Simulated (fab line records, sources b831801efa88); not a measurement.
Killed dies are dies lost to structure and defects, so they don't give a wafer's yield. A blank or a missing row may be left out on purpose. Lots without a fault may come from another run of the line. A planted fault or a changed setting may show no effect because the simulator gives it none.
fab line records | flow sky130
record lots=24 wafers=72 last_day=50
route steps=708 shown METAL1@436 VIA2@520 VIA4@659 PASSIVATION@692
lots that met no fault: from a run of the same line without faults
start_h: hours from the record's first day to the start of the lot's first wafer shown | wait_h: hours since the lot's step before | " the same as in the row above | L1.1+2: a row that stands for several wafers | - no value, or no start given | * or withheld: withheld | < > ~ a bound
route shown NAME@n: a module of which the file shows steps, and the number in the route of the first | usual: mean/standard deviation of fault-free wafers | same: alike in all rows | chamber/n: place in a boat | sites: the reading at each site | _std_site: their standard deviation | _edge_site: outer sites' mean less inner sites' | radius_mm: how far each site lies from the wafer's centre | mask NAME#n: copy n | behind: the tool/chamber that last shaped the wafer | hold: why the lot was held/for how many hours/how that ended | device: the transistor (n, p or np) that didn't switch | end of line: the same wafers' tests at the end of the route | a step without rows: its recipe alone | killed: dies lost to structure and defects at the first sort, not the wafer's yield | map: a wafer's dies, x killed, . not, _ none there
set.NAME: the setting as run; set.NAME@STEP: as run at that earlier step | model.NAME: the simulator's own value behind a step, which no gauge read
steps of the route over a sample of lots; a table a step, a row a wafer
services: from which hour (start_h, from the record's first day; less than 0 if before it) a tool's chamber was out of use, for how many hours, and why
## steps
# step SKY_METAL1_SPUTTER_02
# recipe material=AlCu target_thk_nm=250 power_w=10600 time_s=13.3 chamber_pressure_pa=0.4
# usual throttle_valve_pct=30.7/0.69
# columns lot.wafer tool chamber start_h wait_h throttle_valve_pct
L074.3 pvd_sputter-02 - 731.83 0.0 29.5
L074.4 " - " " 30.6
L074.5 " - " " 31.1
L075.3 pvd_sputter-04 - 745.03 0.0 29.8
L075.4 " - " " 30.2
L075.6 " - " " 29.6
L076.1 pvd_sputter-04 - 765.53 0.0 31.7
L076.2 " - " " 30.4
L076.3 " - " " 29.7
L077.2 pvd_sputter-04 - 774.68 0.0 29.7
L077.4 " - " " 30.4
L077.5 " - " " 30.6
L079.4 pvd_sputter-02 - 778.91 0.0 30.8
L079.5 " - " " 30.6
L079.6 " - " " 30.7
L078.2 pvd_sputter-04 - 785.48 0.0 30.3
L078.3 " - " " 29.8
L078.4 " - " " 30.4
L080.2 pvd_sputter-04 - 790.50 0.0 30.1
L080.5 " - " " 30.3
L080.6 " - " " 30.7
L081.2 pvd_sputter-01 - 803.06 0.0 31.1
L081.4 " - " " 31.3
L081.6 " - " " 31.5
L082.3 pvd_sputter-01 - 804.55 0.0 31.7
L082.5 " - " " 31.7
L082.6 " - " " 31.0
L083.3 pvd_sputter-01 - 806.18 0.0 30.9
L083.5 " - " " 30.7
L083.6 " - " " 31.6
L084.1 pvd_sputter-04 - 817.47 0.0 30.6
L084.4 " - " " 29.7
L084.6 " - " " 31.4
L085.2 pvd_sputter-04 - 826.19 0.0 29.7
L085.3 " - " " 30.3
L085.6 " - " " 29.8
L086.3 pvd_sputter-02 - 833.19 0.0 31.0
L086.5 " - " " 29.6
L086.6 " - " " 31.1
L087.2 pvd_sputter-01 - 842.08 0.0 30.8
L087.3 " - " " 31.3
L087.6 " - " " 30.7
L089.3 pvd_sputter-04 - 851.93 0.0 30.5
L089.5 " - " " 31.6
L089.6 " - " " 30.0
L088.1 pvd_sputter-02 - 852.86 0.0 30.8
L088.2 " - " " 30.9
L088.6 " - " " 31.3
L090.1 pvd_sputter-04 - 863.84 0.0 30.4
L090.3 " - " " 30.7
L090.5 " - " " 31.9
L091.1 pvd_sputter-04 - 870.63 0.0 29.8
L091.2 " - " " 31.7
L091.6 " - " " 31.7
L092.1 pvd_sputter-02 - 874.21 0.0 31.2
L092.4 " - " " 30.5
L092.6 " - " " 31.1
L093.2 pvd_sputter-04 - 881.80 0.0 30.6
L093.4 " - " " 31.5
L093.6 " - " " 31.8
L094.2 pvd_sputter-04 - 890.20 0.0 29.8
L094.5 " - " " 30.5
L094.6 " - " " 29.5
L095.2 pvd_sputter-04 - 891.75 0.0 30.3
L095.5 " - " " 31.4
L095.6 " - " " 29.9
L096.1 pvd_sputter-02 - 900.18 0.0 31.3
L096.2 " - " " 30.4
L096.6 " - " " 30.8
L097.1 pvd_sputter-02 - 909.86 0.0 30.2
L097.5 " - " " 30.4
L097.6 " - " " 31.3
# step SKY_METAL1_METAL_ETCH_19
# recipe target_depth_a=3600 stop_on=SiO2 over_etch_frac=0.3 time_s=78 chemistry=Cl2/BCl3 resist_sidewall_deg=88 pressure_mtorr=10 icp_w=900 bias_w=48.5 Cl2_flow_sccm=60 bcl3_flow_sccm=30
# usual bcl3_flow_sccm=30.00/0.083 drypump_motor_current_A=5.8/0.53 oes_product_au=0.853/0.0054 throttle_valve_pct=22.264/0.0098
# columns lot.wafer tool chamber start_h wait_h bcl3_flow_sccm drypump_motor_current_A oes_product_au rf_hours_counter_h throttle_valve_pct
L074.3 rie_metal-02 0 758.84 0.1 30.03 5.8 0.846 - 22.266
L074.4 " 0 " " 29.95 5.7 0.847 - 22.252
L074.5 " 0 " " 30.04 5.8 0.846 - 22.250
L075.3 rie_metal-01 0 773.29 0.1 30.00 6.2 0.853 - 22.257
L075.4 " 1 " " 30.00 6.6 0.857 - 22.261
L075.6 " 1 " " 29.92 6.6 0.846 - 22.277
L076.1 rie_metal-02 0 791.64 0.1 29.97 5.7 0.845 7 22.272
L076.2 " 0 " " 29.96 5.8 0.858 - 22.274
L076.3 " 0 " " 29.91 5.8 0.849 - 22.254
L077.2 rie_metal-02 0 801.51 0.1 29.95 5.8 0.858 - 22.258
L077.4 " 0 " " 30.03 5.7 0.858 - 22.268
L077.5 " 0 " " 30.10 5.8 0.852 - 22.252
L079.4 rie_metal-03 0 805.43 0.1 30.00 5.4 0.849 - 22.269
L079.5 " 0 " " 30.04 5.4 0.853 - 22.266
L079.6 " 1 " " 30.02 5.1 0.846 - 22.300
L078.2 rie_metal-01 1 812.06 0.0 29.95 6.6 0.865 13 22.252
L078.3 " 0 " " 30.02 6.2 0.857 - 22.264
L078.4 " 1 " " 29.99 6.5 0.857 - 22.270
L080.2 rie_metal-01 0 817.05 0.0 30.07 6.2 0.850 11 22.265
L080.5 " 0 " " 30.03 6.2 0.853 - 22.248
L080.6 " 1 " " 30.03 6.5 0.848 - 22.269
L081.2 rie_metal-03 1 829.51 0.0 30.08 5.1 0.865 9 22.261
L081.4 " 0 " " 29.84 5.4 0.853 - 22.258
L081.6 " 1 " " 30.05 5.1 0.861 - 22.268
L082.3 rie_metal-02 0 831.39 0.1 30.10 5.8 0.850 - 22.237
L082.5 " 0 " " 30.13 5.7 0.850 - 22.255
L082.6 " 0 " " 30.16 5.7 0.852 - 22.253
L083.3 rie_metal-01 1 832.58 0.1 29.91 6.6 0.856 - 22.274
L083.5 " 0 " " 29.94 6.2 0.855 - 22.275
L083.6 " 1 " " 29.97 6.6 0.846 - 22.270
L084.1 rie_metal-02 0 842.63 0.1 30.14 5.8 0.852 11 22.286
L084.4 " 0 " " 30.01 5.8 0.861 - 22.272
L084.6 " 0 " " 29.99 5.8 0.853 - 22.267
L085.2 rie_metal-03 0 852.81 0.0 29.99 5.4 0.860 13 22.285
L085.3 " 1 " " 29.93 5.1 0.857 - 22.246
L085.6 " 0 " " 29.94 5.4 0.864 - 22.272
L086.3 rie_metal-02 0 859.13 0.1 30.13 5.7 0.861 - 22.277
L086.5 " 1 " " 30.04 4.9 0.854 - 22.262
L086.6 " 0 " " 30.25 5.7 0.856 - 22.263
L087.2 rie_metal-01 1 868.61 0.0 29.99 6.6 0.851 15 22.268
L087.3 " 0 " " 30.04 6.2 0.862 - 22.269
L087.6 " 0 " " 30.09 6.2 0.860 - 22.260
L089.3 rie_metal-01 1 878.73 0.1 29.91 6.5 0.856 - 22.251
L089.5 " 0 " " 30.00 6.2 0.845 - 22.261
L089.6 " 1 " " 29.99 6.6 0.857 - 22.261
L088.1 rie_metal-02 0 879.35 0.0 29.83 5.7 0.859 12 22.259
L088.2 " 1 " " 30.07 4.9 0.853 1 22.271
L088.6 " 0 " " 30.02 5.7 0.857 - 22.260
L090.1 rie_metal-02 0 889.81 0.0 29.90 5.7 0.847 13 22.264
L090.3 " 1 " " 29.90 4.9 0.855 - 22.254
L090.5 " 0 " " 29.88 5.8 0.850 - 22.261
L091.1 rie_metal-02 1 896.98 0.0 29.94 4.9 0.861 2 22.258
L091.2 " 0 " " 29.90 5.8 0.855 13 22.265
L091.6 " 0 " " 29.99 5.7 0.849 - 22.249
L092.1 rie_metal-02 1 899.80 0.0 29.97 4.9 0.859 2 22.247
L092.4 " 1 " " 30.00 4.9 0.839 - 22.284
L092.6 " 1 " " 30.01 4.9 0.856 - 22.272
L093.2 rie_metal-01 1 907.93 0.0 30.00 6.6 0.859 16 22.271
L093.4 " 0 " " 29.94 6.2 0.857 - 22.267
L093.6 " 0 " " 30.12 6.2 0.858 - 22.253
L094.2 rie_metal-01 1 915.95 0.0 30.02 6.5 0.850 16 22.269
L094.5 " 0 " " 29.96 6.2 0.851 - 22.270
L094.6 " 1 " " 29.98 6.5 0.848 - 22.259
L095.2 rie_metal-01 1 917.32 0.0 30.02 6.6 0.849 17 22.276
L095.5 " 0 " " 29.88 6.2 0.860 - 22.276
L095.6 " 1 " " 30.04 6.5 0.851 - 22.259
L096.1 rie_metal-03 1 925.22 0.0 30.10 5.1 0.848 13 22.261
L096.2 " 0 " " 29.98 5.4 0.849 17 22.268
L096.6 " 1 " " 29.95 5.1 0.850 - 22.262
L097.1 rie_metal-01 0 934.88 0.0 30.02 6.2 0.843 15 22.267
L097.5 " 1 " " 29.94 6.6 0.851 - 22.281
L097.6 " 0 " " 29.99 6.2 0.854 - 22.267
# step SKY_VIA2_OVL_MEAS_13
# usual VIA2_OVL=-1/6
# columns lot.wafer tool chamber start_h wait_h VIA2_OVL[nm]
L074.3 overlay-01 - 841.83 0.1 1
L074.4 " - " " 0
L074.5 " - " " 7
L075.3 overlay-02 - 856.13 0.1 3
L075.4 " - " " 6
L075.6 " - " " 14
L076.1 overlay-01 - 874.60 0.1 9
L076.2 " - " " 14
L076.3 " - " " -3
L077.2 overlay-01 - 883.03 0.1 -3
L077.4 " - " " -5
L077.5 " - " " -6
L079.4 overlay-01 - 887.54 0.1 -2
L079.5 " - " " 8
L079.6 " - " " 4
L078.2 overlay-02 - 894.63 0.1 5
L078.3 " - " " -2
L078.4 " - " " 4
L080.2 overlay-02 - 898.61 0.1 -9
L080.5 " - " " 2
L080.6 " - " " 0
L081.2 overlay-02 - 911.53 0.1 9
L081.4 " - " " 10
L081.6 " - " " 7
L082.3 overlay-01 - 911.86 0.1 -12
L082.5 " - " " -7
L082.6 " - " " -1
L083.3 overlay-01 - 913.31 0.1 -2
L083.5 " - " " -4
L083.6 " - " " 5
L084.1 overlay-01 - 923.87 0.1 -8
L084.4 " - " " -1
L084.6 " - " " -3
L085.2 overlay-02 - 934.03 0.1 -3
L085.3 " - " " 9
L085.6 " - " " 2
L086.3 overlay-02 - 939.43 0.1 -6
L086.5 " - " " 0
L086.6 " - " " 10
L087.2 overlay-02 - 948.18 0.1 6
L087.3 " - " " -1
L087.6 " - " " 4
L089.3 overlay-01 - 956.11 0.1 -1
L089.5 " - " " -4
L089.6 " - " " -8
L088.1 overlay-02 - 959.12 0.1 -4
L088.2 " - " " -7
L088.6 " - " " -9
L090.1 overlay-01 - 968.35 0.1 -12
L090.3 " - " " -6
L090.5 " - " " -13
L091.1 overlay-01 - 975.35 0.1 0
L091.2 " - " " -4
L091.6 " - " " -7
L092.1 overlay-01 - 978.20 0.1 -1
L092.4 " - " " -11
L092.6 " - " " -7
L093.2 overlay-01 - 985.43 0.1 -2
L093.4 " - " " 3
L093.6 " - " " -3
L094.2 overlay-01 - 995.46 0.1 2
L094.5 " - " " -7
L094.6 " - " " 1
L095.2 overlay-02 - 995.78 0.1 5
L095.5 " - " " 1
L095.6 " - " " -5
L096.1 overlay-01 - 1001.30 0.1 9
L096.2 " - " " -4
L096.6 " - " " 3
L097.1 overlay-02 - 1011.37 0.1 -9
L097.5 " - " " -6
L097.6 " - " " -3
# step SKY_VIA2_SPUTTER_20
# recipe material=TiN target_thk_nm=20 chamber_pressure_pa=5 power_w=4000 time_s=80
# usual throttle_valve_pct=30.0/1.2
# columns lot.wafer tool chamber start_h wait_h throttle_valve_pct
L074.3 pvd_sputter-03 - 842.55 0.0 30.5
L074.4 " - " " 29.3
L074.5 " - " " 29.6
L075.3 pvd_sputter-03 - 856.86 0.0 31.0
L075.4 " - " " 29.2
L075.6 " - " " 29.3
L076.1 pvd_sputter-03 - 875.33 0.0 29.4
L076.2 " - " " 29.8
L076.3 " - " " 27.8
L077.2 pvd_sputter-03 - 883.76 0.0 27.7
L077.4 " - " " 30.7
L077.5 " - " " 29.3
L079.4 pvd_sputter-01 - 888.26 0.0 30.8
L079.5 " - " " 31.1
L079.6 " - " " 30.8
L078.2 pvd_sputter-03 - 895.39 0.0 30.7
L078.3 " - " " 29.5
L078.4 " - " " 27.9
L080.2 pvd_sputter-03 - 899.33 0.0 30.7
L080.5 " - " " 30.6
L080.6 " - " " 29.3
L081.2 pvd_sputter-03 - 912.29 0.0 29.0
L081.4 " - " " 29.0
L081.6 " - " " 29.5
L082.3 pvd_sputter-01 - 912.59 0.0 30.6
L082.5 " - " " 31.7
L082.6 " - " " 31.2
L083.3 pvd_sputter-03 - 914.04 0.0 30.8
L083.5 " - " " 27.5
L083.6 " - " " 30.6
L084.1 pvd_sputter-03 - 924.64 0.0 29.7
L084.4 " - " " 29.5
L084.6 " - " " 29.4
L085.2 pvd_sputter-02 - 934.77 0.0 30.2
L085.3 " - " " 30.5
L085.6 " - " " 31.2
L086.3 pvd_sputter-02 - 940.19 0.0 31.5
L086.5 " - " " 30.6
L086.6 " - " " 29.6
L087.2 pvd_sputter-03 - 948.90 0.0 29.3
L087.3 " - " " 31.2
L087.6 " - " " 29.6
L089.3 pvd_sputter-01 - 956.84 0.0 30.8
L089.5 " - " " 31.0
L089.6 " - " " 30.6
L088.1 pvd_sputter-03 - 959.87 0.0 27.8
L088.2 " - " " 29.1
L088.6 " - " " 27.6
L090.1 pvd_sputter-02 - 969.12 0.0 29.7
L090.3 " - " " 30.9
L090.5 " - " " 29.6
L091.1 pvd_sputter-01 - 976.09 0.0 31.2
L091.2 " - " " 30.7
L091.6 " - " " 30.7
L092.1 pvd_sputter-01 - 978.93 0.0 30.6
L092.4 " - " " 31.1
L092.6 " - " " 31.2
L093.2 pvd_sputter-03 - 986.16 0.0 27.4
L093.4 " - " " 30.6
L093.6 " - " " 27.6
L094.2 pvd_sputter-01 - 996.18 0.0 31.4
L094.5 " - " " 31.2
L094.6 " - " " 31.3
L095.2 pvd_sputter-02 - 996.50 0.0 30.1
L095.5 " - " " 30.7
L095.6 " - " " 30.3
L096.1 pvd_sputter-02 - 1002.03 0.0 30.3
L096.2 " - " " 29.4
L096.6 " - " " 30.9
L097.1 pvd_sputter-03 - 1012.11 0.0 27.7
L097.5 " - " " 29.2
L097.6 " - " " 30.9
# step SKY_VIA4_THK_MEAS_20
# recipe thk_meas_gauge=xrf reads=W_of_VIA4_CVD_18
# usual VIA4_W_THK=512/7.6
# columns lot.wafer tool chamber start_h wait_h VIA4_W_THK[nm]
L074.3 film_metro-03 - 997.41 0.1 511
L074.4 " - " " 504
L074.5 " - " " 509
L075.3 film_metro-04 - 1011.82 0.1 503
L075.4 " - " " 497
L075.6 " - " " 501
L076.1 film_metro-03 - 1028.04 0.1 503
L076.2 " - " " 512
L076.3 " - " " 508
L077.2 film_metro-02 - 1036.35 0.1 505
L077.4 " - " " 511
L077.5 " - " " 519
L079.4 film_metro-03 - 1040.24 0.1 512
L079.5 " - " " 502
L079.6 " - " " 516
L078.2 film_metro-02 - 1046.11 0.1 513
L078.3 " - " " 520
L078.4 " - " " 525
L080.2 film_metro-03 - 1050.00 0.1 503
L080.5 " - " " 512
L080.6 " - " " 511
L081.2 film_metro-03 - 1061.46 0.1 507
L081.4 " - " " 513
L081.6 " - " " 525
L082.3 film_metro-04 - 1061.77 0.1 522
L082.5 " - " " 517
L082.6 " - " " 497
L083.3 film_metro-04 - 1063.76 0.1 493
L083.5 " - " " 498
L083.6 " - " " 518
L084.1 film_metro-02 - 1071.63 0.1 512
L084.4 " - " " 516
L084.6 " - " " 508
L085.2 film_metro-02 - 1080.07 0.1 519
L085.3 " - " " 522
L085.6 " - " " 509
L086.3 film_metro-03 - 1085.46 0.1 518
L086.5 " - " " 509
L086.6 " - " " 519
L087.2 film_metro-02 - 1092.25 0.1 507
L087.3 " - " " 505
L087.6 " - " " 513
L089.3 film_metro-03 - 1098.14 0.1 517
L089.5 " - " " 515
L089.6 " - " " 513
L088.1 film_metro-03 - 1103.19 0.1 515
L088.2 " - " " 525
L088.6 " - " " 515
L090.1 film_metro-04 - 1109.60 0.1 527
L090.3 " - " " 508
L090.5 " - " " 525
L091.1 film_metro-03 - 1115.54 0.1 524
L091.2 " - " " 512
L091.6 " - " " 537
L092.1 film_metro-03 - 1117.60 0.1 500
L092.4 " - " " 509
L092.6 " - " " 510
L093.2 film_metro-04 - 1125.03 0.1 503
L093.4 " - " " 497
L093.6 " - " " 507
L094.2 film_metro-03 - 1133.37 0.1 515
L094.5 " - " " 518
L094.6 " - " " 519
L095.2 film_metro-04 - 1133.97 0.1 510
L095.5 " - " " 512
L095.6 " - " " 506
L096.1 film_metro-04 - 1136.61 0.1 517
L096.2 " - " " 506
L096.6 " - " " 507
L097.1 film_metro-04 - 1144.43 0.1 512
L097.5 " - " " 507
L097.6 " - " " 514
# step SKY_PASSIVATION_ETCH_11
# recipe chemistry=CF4/O2 target_depth_nm=725 stop_on=AlCu source_w=800 bias_w=150 pressure_mtorr=150 cf4_flow_sccm=80 O2_flow_sccm=10 time_s=161.1
# usual drypump_motor_current_A=5.5/0.48 oes_product_au=0.977/0.0065 throttle_valve_pct=5.964/0.0089
# columns lot.wafer tool chamber start_h wait_h drypump_motor_current_A oes_product_au rf_hours_counter_h throttle_valve_pct
L074.3 rie_diel-01 1 1045.40 - 6.1 0.979 23 5.950
L074.4 " 2 " " 5.9 0.977 19 5.975
L074.5 " 2 " " 5.9 0.982 - 5.984
L075.3 rie_diel-04 1 1058.10 - 5.8 0.977 22 5.964
L075.4 " 2 " " 5.1 0.979 6 5.948
L075.6 " 1 " " 5.8 0.981 - 5.954
L076.1 rie_diel-04 0 1073.98 - 5.1 0.970 17 5.963
L076.2 " 3 " " 6.0 0.962 26 5.969
L076.3 " 1 " " 5.8 0.985 23 5.967
L077.2 rie_diel-02 0 1080.15 - 5.4 0.967 14 5.974
L077.4 " 3 " " 5.0 0.977 10 5.963
L077.5 " 0 " " 5.4 0.978 - 5.971
L079.4 rie_diel-04 0 1084.75 - 5.1 0.981 18 5.969
L079.5 " 2 " " 5.0 0.975 - 5.966
L079.6 " 3 " " 6.0 0.976 - 5.956
L078.2 rie_diel-04 3 1090.90 - 6.1 0.970 26 5.952
L078.3 " 0 " " 5.1 0.970 18 5.971
L078.4 " 2 " " 5.1 0.972 7 5.967
L080.2 rie_diel-01 0 1092.48 - 6.0 0.963 11 5.981
L080.5 " 0 " " 6.0 0.974 - 5.970
L080.6 " 1 " " 6.1 0.985 - 5.965
L081.2 rie_diel-01 3 1103.73 - 4.8 0.975 1 5.971
L081.4 " 1 " " 6.1 0.981 0 5.967
L081.6 " 2 " " 5.8 0.988 - 5.946
L082.3 rie_diel-02 0 1104.95 - 5.4 0.976 15 5.958
L082.5 " 0 " " 5.4 0.971 - 5.964
L082.6 " 3 " " 5.0 0.979 - 5.963
L083.3 rie_diel-04 0 1106.73 - 5.1 0.970 19 5.980
L083.5 " 3 " " 6.0 0.979 - 5.972
L083.6 " 0 " " 5.1 0.975 - 5.964
L084.1 rie_diel-02 1 1114.85 - 5.0 0.975 9 5.956
L084.4 " 0 " " 5.3 0.984 16 5.974
L084.6 " 0 " " 5.4 0.984 - 5.963
L085.2 rie_diel-04 2 1122.73 - 5.1 0.970 8 5.962
L085.3 " 1 " " 5.8 0.974 24 5.971
L085.6 " 3 " " 6.0 0.988 - 5.964
L086.3 rie_diel-01 0 1128.25 - 6.0 0.981 12 5.971
L086.5 " 1 " " 6.1 0.979 - 5.959
L086.6 " 2 " " 5.9 0.981 - 5.975
L087.2 rie_diel-02 0 1133.60 - 5.4 0.983 17 5.965
L087.3 " 2 " " 6.0 0.977 8 5.963
L087.6 " 2 " " 6.0 0.980 - 5.971
L089.3 rie_diel-02 3 1138.60 - 5.0 0.975 13 5.971
L089.5 " 0 " " 5.4 0.975 - 5.970
L089.6 " 3 " " 5.0 0.979 - 5.966
L088.1 rie_diel-04 2 1143.15 - 5.1 0.984 9 5.970
L088.2 " 0 " " 5.1 0.975 20 5.961
L088.6 " 2 " " 5.1 0.988 - 5.971
L090.1 rie_diel-01 2 1149.18 - 5.9 0.979 23 5.973
L090.3 " 0 " " 6.0 0.978 13 5.969
L090.5 " 1 " " 6.0 0.981 - 5.955
L091.1 rie_diel-02 1 1154.50 - 5.0 0.970 11 5.956
L091.2 " 0 " " 5.3 0.980 18 5.979
L091.6 " 1 " " 5.0 0.991 - 5.965
L092.1 rie_diel-04 3 1156.43 - 6.0 0.978 29 5.946
L092.4 " 0 " " 5.1 0.982 20 5.962
L092.6 " 0 " " 5.1 0.983 - 5.966
L093.2 rie_diel-01 1 1163.35 - 6.1 0.964 2 5.976
L093.4 " 0 " " 6.0 0.973 - 5.965
L093.6 " 3 " " 4.8 0.977 - 5.959
L094.2 rie_diel-01 0 1170.50 - 6.0 0.978 14 5.954
L094.5 " 0 " " 6.0 0.973 - 5.955
L094.6 " 1 " " 6.1 0.975 - 5.959
L095.2 rie_diel-04 3 1171.20 - 6.0 0.978 30 5.963
L095.5 " 3 " " 6.0 0.980 - 5.974
L095.6 " 0 " " 5.1 0.985 - 5.969
L096.1 rie_diel-01 3 1173.60 - 4.8 0.967 3 5.951
L096.2 " 1 " " 6.1 0.982 3 5.958
L096.6 " 3 " " 4.8 0.973 - 5.959
L097.1 rie_diel-02 2 1180.55 - 6.0 0.971 10 5.962
L097.5 " 1 " " 5.0 0.979 - 5.963
L097.6 " 2 " " 5.9 0.969 - 5.962
## services
# columns tool chamber start_h hours kind
rie_diel-02 2 722.81 6.1 repair
rie_diel-02 - 727.16 0.4 repair
rie_diel-04 3 728.14 5.7 repair
rie_diel-02 - 739.14 3.0 repair
rie_diel-01 0 766.27 5.0 repair
rie_metal-02 0 767.60 19.3 repair
rie_diel-04 2 779.01 3.4 repair
pvd_sputter-01 - 842.19 4.7 repair
rie_metal-01 - 887.68 2.8 pm
rie_diel-04 0 903.03 18.8 repair
pvd_sputter-04 - 911.31 1.6 repair
rie_metal-02 0 932.27 21.6 repair
rie_diel-01 2 934.68 7.0 repair
rie_diel-04 1 946.71 6.6 repair
rie_diel-01 2 955.45 3.0 repair
pvd_sputter-02 - 955.71 0.5 repair
rie_diel-01 3 963.86 4.7 repair
rie_metal-02 0 999.49 4.3 repair
rie_diel-01 0 1015.51 3.7 repair
pvd_sputter-04 - 1033.47 8.0 repair
pvd_sputter-01 - 1036.14 4.4 repair
pvd_sputter-01 - 1088.48 2.2 repair
pvd_sputter-04 - 1146.86 2.2 repair
rie_diel-01 3 1147.04 9.6 repair
## key
fault none
